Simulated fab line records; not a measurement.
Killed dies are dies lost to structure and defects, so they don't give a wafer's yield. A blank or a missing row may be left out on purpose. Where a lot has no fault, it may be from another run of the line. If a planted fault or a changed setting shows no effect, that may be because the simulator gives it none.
Which tool is to blame? / flow gf180mcu / 10 lots with 30 wafers sampled at 6 steps, on a route of 602 steps

== WHAT EACH GAUGE READ, for each wafer ==
GF_MIM_RS_MEAS_10: the measuring method here is four-point-probe.
lot=L376; measured=day 25 06:43; on=filmMetro-03; MIM_ALCU_RS (ohm/sq)=0.1642 0.1624 0.1644
lot=L377; measured=day 25 18:16; on=filmMetro-03; MIM_ALCU_RS (ohm/sq)=0.1602 0.1645 0.1625
lot=L378; measured=day 26 01:33; on=filmMetro-03; MIM_ALCU_RS (ohm/sq)=0.1607 0.1612 0.1597
lot=L379; measured=day 26 09:20; on=filmMetro-04; MIM_ALCU_RS (ohm/sq)=0.1552 0.1581 0.1557
lot=L381; measured=day 27 05:22; on=filmMetro-03; MIM_ALCU_RS (ohm/sq)=0.1635 0.1573 0.1583
lot=L387; measured=day 28 19:48; on=filmMetro-03; MIM_ALCU_RS (ohm/sq)=0.1613 0.1637 0.1591
lot=L388; measured=day 28 21:51; on=filmMetro-01; MIM_ALCU_RS (ohm/sq)=0.1493 0.1497 0.1512
lot=L389; measured=day 29 06:56; on=filmMetro-01; MIM_ALCU_RS (ohm/sq)=0.1523 0.1507 0.1503
lot=L390; measured=day 29 17:49; on=filmMetro-04; MIM_ALCU_RS (ohm/sq)=0.1624 0.1619 0.1575
lot=L392; measured=day 30 06:16; on=filmMetro-01; MIM_ALCU_RS (ohm/sq)=0.1602 0.1576 0.1569

GF_MIM_THK_MEAS_11: measures by xrf.
lot=L376; measured=day 25 06:49; on=filmMetro-03; MIM_ALCU_THK (nm)=192.6 195.6 192.6
lot=L377; measured=day 25 18:23; on=filmMetro-03; MIM_ALCU_THK (nm)=196.5 192.8 195.9
lot=L378; measured=day 26 01:40; on=filmMetro-03; MIM_ALCU_THK (nm)=195.9 195.9 196.6
lot=L379; measured=day 26 09:26; on=filmMetro-04; MIM_ALCU_THK (nm)=202.8 199.6 201.7
lot=L381; measured=day 27 05:29; on=filmMetro-03; MIM_ALCU_THK (nm)=194.2 201.4 199.8
lot=L387; measured=day 28 19:54; on=filmMetro-03; MIM_ALCU_THK (nm)=197.1 194.8 200.7
lot=L388; measured=day 28 21:58; on=filmMetro-01; MIM_ALCU_THK (nm)=211.5 211.7 210.2
lot=L389; measured=day 29 07:04; on=filmMetro-01; MIM_ALCU_THK (nm)=208.6 209.3 210.2
lot=L390; measured=day 29 17:55; on=filmMetro-04; MIM_ALCU_THK (nm)=193.8 194.8 200.7
lot=L392; measured=day 30 06:23; on=filmMetro-01; MIM_ALCU_THK (nm)=198.4 200.4 201.9

== WHAT TOOL EACH LOT RAN ON (gives the tool, then ch and the chambers of the sampled wafers, and finally the start) ==
lot=L376; GF_M4_SPUTTER_01=pvdSputter-01, day 23 07:04; GF_V4_STRIP_18=plasmaAsher-03 ch 0,1, day 25 04:59; GF_MIM_SPUTTER_04=pvdSputter-01, day 25 06:26; GF_MIM_SPUTTER_08=pvdSputter-04, day 25 06:37
lot=L377; GF_M4_SPUTTER_01=pvdSputter-02, day 23 19:49; GF_V4_STRIP_18=plasmaAsher-03 ch 0,1, day 25 16:09; GF_MIM_SPUTTER_04=pvdSputter-01, day 25 18:02; GF_MIM_SPUTTER_08=pvdSputter-01, day 25 18:13
lot=L378; GF_M4_SPUTTER_01=pvdSputter-02, day 24 01:14; GF_V4_STRIP_18=plasmaAsher-01 ch 0,1, day 25 23:46; GF_MIM_SPUTTER_04=pvdSputter-01, day 26 01:17; GF_MIM_SPUTTER_08=pvdSputter-04, day 26 01:28
lot=L379; GF_M4_SPUTTER_01=pvdSputter-02, day 24 11:16; GF_V4_STRIP_18=plasmaAsher-04 ch 0,1, day 26 07:33; GF_MIM_SPUTTER_04=pvdSputter-01, day 26 09:02; GF_MIM_SPUTTER_08=pvdSputter-04, day 26 09:14
lot=L381; GF_M4_SPUTTER_01=pvdSputter-01, day 25 08:20; GF_V4_STRIP_18=plasmaAsher-01 ch 0,1, day 27 03:39; GF_MIM_SPUTTER_04=pvdSputter-04, day 27 05:08; GF_MIM_SPUTTER_08=pvdSputter-03, day 27 05:19
lot=L387; GF_M4_SPUTTER_01=pvdSputter-02, day 27 00:34; GF_V4_STRIP_18=plasmaAsher-01 ch 0,1, day 28 18:07; GF_MIM_SPUTTER_04=pvdSputter-01, day 28 19:32; GF_MIM_SPUTTER_08=pvdSputter-03, day 28 19:42
lot=L388; GF_M4_SPUTTER_01=pvdSputter-03, day 27 02:10; GF_V4_STRIP_18=plasmaAsher-04 ch 0,1, day 28 20:11; GF_MIM_SPUTTER_04=pvdSputter-03, day 28 21:37; GF_MIM_SPUTTER_08=pvdSputter-04, day 28 21:48
lot=L389; GF_M4_SPUTTER_01=pvdSputter-03, day 27 13:54; GF_V4_STRIP_18=plasmaAsher-01 ch 0,1, day 29 05:14; GF_MIM_SPUTTER_04=pvdSputter-01, day 29 06:43; GF_MIM_SPUTTER_08=pvdSputter-04, day 29 06:53
lot=L390; GF_M4_SPUTTER_01=pvdSputter-02, day 27 23:22; GF_V4_STRIP_18=plasmaAsher-01 ch 0,1, day 29 16:09; GF_MIM_SPUTTER_04=pvdSputter-01, day 29 17:32; GF_MIM_SPUTTER_08=pvdSputter-03, day 29 17:43
lot=L392; GF_M4_SPUTTER_01=pvdSputter-01, day 28 12:36; GF_V4_STRIP_18=plasmaAsher-03 ch 0,1, day 30 04:36; GF_MIM_SPUTTER_04=pvdSputter-04, day 30 06:02; GF_MIM_SPUTTER_08=pvdSputter-01, day 30 06:13
- GF_M4_SPUTTER_01: material TiN, target thk 30 nm, time 25 s.
- GF_V4_STRIP_18: strips in O2/N2.
- GF_MIM_SPUTTER_04: material TiN, target thk 50 nm, time 41.7 s.
- GF_MIM_SPUTTER_08: material AlCu, target thk 200 nm, time 10.6 s.

== AS READ BY THE TOOLS THEMSELVES (means over the sampled wafers that have a number; for cases with no such wafer, the mark the record gives instead) ==
GF_M4_SPUTTER_01.
lot=L376; tool=pvdSputter-01; throttleValvePct (%)=28.8
lot=L377; tool=pvdSputter-02; throttleValvePct (%)=29.3
lot=L378; tool=pvdSputter-02; throttleValvePct (%)=29.3
lot=L379; tool=pvdSputter-02; throttleValvePct (%)=29.5
lot=L381; tool=pvdSputter-01; throttleValvePct (%)=29.4
lot=L387; tool=pvdSputter-02; throttleValvePct (%)=29.5
lot=L388; tool=pvdSputter-03; throttleValvePct (%)=29.7
lot=L389; tool=pvdSputter-03; throttleValvePct (%)=29.2
lot=L390; tool=pvdSputter-02; throttleValvePct (%)=30.1
lot=L392; tool=pvdSputter-01; throttleValvePct (%)=29.0

GF_V4_STRIP_18.
lot=L376; tool=plasmaAsher-03; chamberPressureMTorr (mTorr)=1500.4; drypumpMotorCurrentA (A)=5.7; heaterPowerW (W)=349; oesProductAu (a.u.)=0.594
lot=L377; tool=plasmaAsher-03; chamberPressureMTorr (mTorr)=1499.4; drypumpMotorCurrentA (A)=6.0; heaterPowerW (W)=335; oesProductAu (a.u.)=0.592
lot=L378; tool=plasmaAsher-01; chamberPressureMTorr (mTorr)=1501.3; drypumpMotorCurrentA (A)=5.9; heaterPowerW (W)=331; oesProductAu (a.u.)=0.595
lot=L379; tool=plasmaAsher-04; chamberPressureMTorr (mTorr)=1498.3; drypumpMotorCurrentA (A)=5.2; heaterPowerW (W)=308; oesProductAu (a.u.)=0.593
lot=L381; tool=plasmaAsher-01; chamberPressureMTorr (mTorr)=1500.1; drypumpMotorCurrentA (A)=5.9; heaterPowerW (W)=324; oesProductAu (a.u.)=0.594
lot=L387; tool=plasmaAsher-01; chamberPressureMTorr (mTorr)=1499.5; drypumpMotorCurrentA (A)=5.9; heaterPowerW (W)=328; oesProductAu (a.u.)=0.593
lot=L388; tool=plasmaAsher-04; chamberPressureMTorr (mTorr)=1500.1; drypumpMotorCurrentA (A)=5.2; heaterPowerW (W)=305; oesProductAu (a.u.)=0.593
lot=L389; tool=plasmaAsher-01; chamberPressureMTorr (mTorr)=1501.1; drypumpMotorCurrentA (A)=5.9; heaterPowerW (W)=322; oesProductAu (a.u.)=0.590
lot=L390; tool=plasmaAsher-01; chamberPressureMTorr (mTorr)=1500.9; drypumpMotorCurrentA (A)=5.9; heaterPowerW (W)=323; oesProductAu (a.u.)=0.594
lot=L392; tool=plasmaAsher-03; chamberPressureMTorr (mTorr)=1499.8; drypumpMotorCurrentA (A)=5.9; heaterPowerW (W)=335; oesProductAu (a.u.)=0.590

GF_MIM_SPUTTER_04.
lot=L376; tool=pvdSputter-01; throttleValvePct (%)=29.2
lot=L377; tool=pvdSputter-01; throttleValvePct (%)=27.9
lot=L378; tool=pvdSputter-01; throttleValvePct (%)=28.7
lot=L379; tool=pvdSputter-01; throttleValvePct (%)=29.0
lot=L381; tool=pvdSputter-04; throttleValvePct (%)=28.7
lot=L387; tool=pvdSputter-01; throttleValvePct (%)=28.6
lot=L388; tool=pvdSputter-03; throttleValvePct (%)=29.2
lot=L389; tool=pvdSputter-01; throttleValvePct (%)=28.7
lot=L390; tool=pvdSputter-01; throttleValvePct (%)=28.5
lot=L392; tool=pvdSputter-04; throttleValvePct (%)=29.8

GF_MIM_SPUTTER_08.
lot=L376; tool=pvdSputter-04; throttleValvePct (%)=29.6
lot=L377; tool=pvdSputter-01; throttleValvePct (%)=28.8
lot=L378; tool=pvdSputter-04; throttleValvePct (%)=29.4
lot=L379; tool=pvdSputter-04; throttleValvePct (%)=29.5
lot=L381; tool=pvdSputter-03; throttleValvePct (%)=29.2
lot=L387; tool=pvdSputter-03; throttleValvePct (%)=29.4
lot=L388; tool=pvdSputter-04; throttleValvePct (%)=28.9
lot=L389; tool=pvdSputter-04; throttleValvePct (%)=29.6
lot=L390; tool=pvdSputter-03; throttleValvePct (%)=28.9
lot=L392; tool=pvdSputter-01; throttleValvePct (%)=28.5

== THE ANSWER, worked out from the rows above alone ==
Rule: usual is defined by the lots themselves. Put in order of their means at a reading, lots are off if they are a third of the lots or fewer, leave a main group of 4 or more, and stand apart from it by a gap of 3 or more times the standard deviation of the main group's means; of several such gaps the widest counts. The tables above print the reading to a certain number of digits; a main group whose means all agree to those digits is not used. Also off: a lot with no number at a reading for which 4 or more lots have one. Where the step has rows for the other lots, those lots are counted as sound. Order of review: gauges by route order, followed by the tools' own readings, for which a lot's mean as printed above is used. At the first step where some lot is off, the reading lying furthest off is the one used; lots without a number count as furthest.
Off: at GF_MIM_THK_MEAS_11 (MIM_ALCU_THK), L388, L389. The main group has a mean of 197.4 nm with a standard deviation of 2.4.
If a tool, at a process step before that reading, ran all the lots that are off and no sound lot after the first of them, it fits. Gauges at GF_MIM_THK_MEAS_11: tried the same way as those tools. 2 tools fit, pvdSputter-03 at GF_M4_SPUTTER_01 and pvdSputter-04 at GF_MIM_SPUTTER_08, so this cannot tell which one it is.

== WHAT WAS PUT IN BY THE SIMULATOR ==
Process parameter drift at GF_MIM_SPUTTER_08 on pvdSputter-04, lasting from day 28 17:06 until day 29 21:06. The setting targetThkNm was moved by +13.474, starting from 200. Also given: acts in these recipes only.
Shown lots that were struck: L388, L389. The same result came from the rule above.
